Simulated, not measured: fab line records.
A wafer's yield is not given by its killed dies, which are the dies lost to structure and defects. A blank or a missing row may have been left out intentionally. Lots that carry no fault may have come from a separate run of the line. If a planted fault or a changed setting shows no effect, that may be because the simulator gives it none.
One fault through the eyes of 2 desks | flow sky130 | each desk holds nothing but its own numbers, with what lay behind them at the end

METROLOGY DESK
What the gauges read, lot by lot, whatever tool the lot ran on: means of the sampled wafers that have a number. Any lot whose mean is over 4 standard deviations away from the usual mean is out of limits and marked OUT; that distance is given in the brackets.
Columns: A = cd-nm at SKY_METAL4_CD_MEAS_13, usual 300.4 nm; B = METAL4_OVL at SKY_METAL4_OVL_MEAS_14, usual 0 nm
lot  | first seen here | A     | B
L746 | day 41 21:38    | 301.2 | 1
L748 | day 42 16:23    | 302.4 | -0
L750 | day 43 00:25    | 302.4 | 1
L749 | day 43 04:37    | 299.3 | 1
L754 | day 44 04:59    | 302.2 | 3
L755 | day 44 06:58    | 300.7 | 0
L756 | day 44 16:13    | 302.4 | 0
L757 | day 45 00:59    | 300.1 | 1
L758 | day 45 06:14    | 300.0 | -4
L760 | day 45 13:29    | 301.0 | 6
L762 | day 46 00:28    | 300.1 | -7
L763 | day 46 11:23    | 300.3 | 3
L764 | day 46 16:57    | 301.8 | -4
Finding of this desk: none of the 13 lots has anything out of limits.

TOOL OWNER'S DESK, plasma-asher-02
The tool's own readings at SKY_CONTACT_STRIP_19 (strips in O2/N2): means of the sampled wafers that have a number, for each lot that ran on this tool. Any lot whose mean is over 4 standard deviations away from the usual mean is out of limits and marked OUT; that distance is given in the brackets.
Columns: A = drypump-motor-current-A at SKY_CONTACT_STRIP_19, usual 6.0 A; B = oes-product-au at SKY_CONTACT_STRIP_19, usual 0.381 a.u.; C = strip-time-to-endpoint-s at SKY_CONTACT_STRIP_19, usual 3.613 s
lot  | first seen here | A   | B     | C
L746 | day 31 19:07    | 5.8 | 0.381 | 3.598
L748 | day 32 16:24    | 5.8 | 0.381 | 3.626
L750 | day 33 01:55    | 6.0 | 0.383 | 3.654
L755 | day 34 11:20    | 6.0 | 0.383 | 3.629
L756 | day 35 00:20    | 6.0 | 0.379 | 3.579
L757 | day 35 10:26    | 6.0 | 0.380 | 3.637
L760 | day 36 02:29    | 6.0 | 0.378 | 3.620
L762 | day 36 14:50    | 6.0 | 0.382 | 3.612
L764 | day 37 11:01    | 6.0 | 0.378 | 3.631
Finding of this desk: none of the 9 lots has anything out of limits.

BROUGHT TOGETHER
The metrology desk saw nothing out of limits.
Nothing out of limits was seen by the tool owner's desk.

WHAT THE SIMULATOR HAD INSERTED
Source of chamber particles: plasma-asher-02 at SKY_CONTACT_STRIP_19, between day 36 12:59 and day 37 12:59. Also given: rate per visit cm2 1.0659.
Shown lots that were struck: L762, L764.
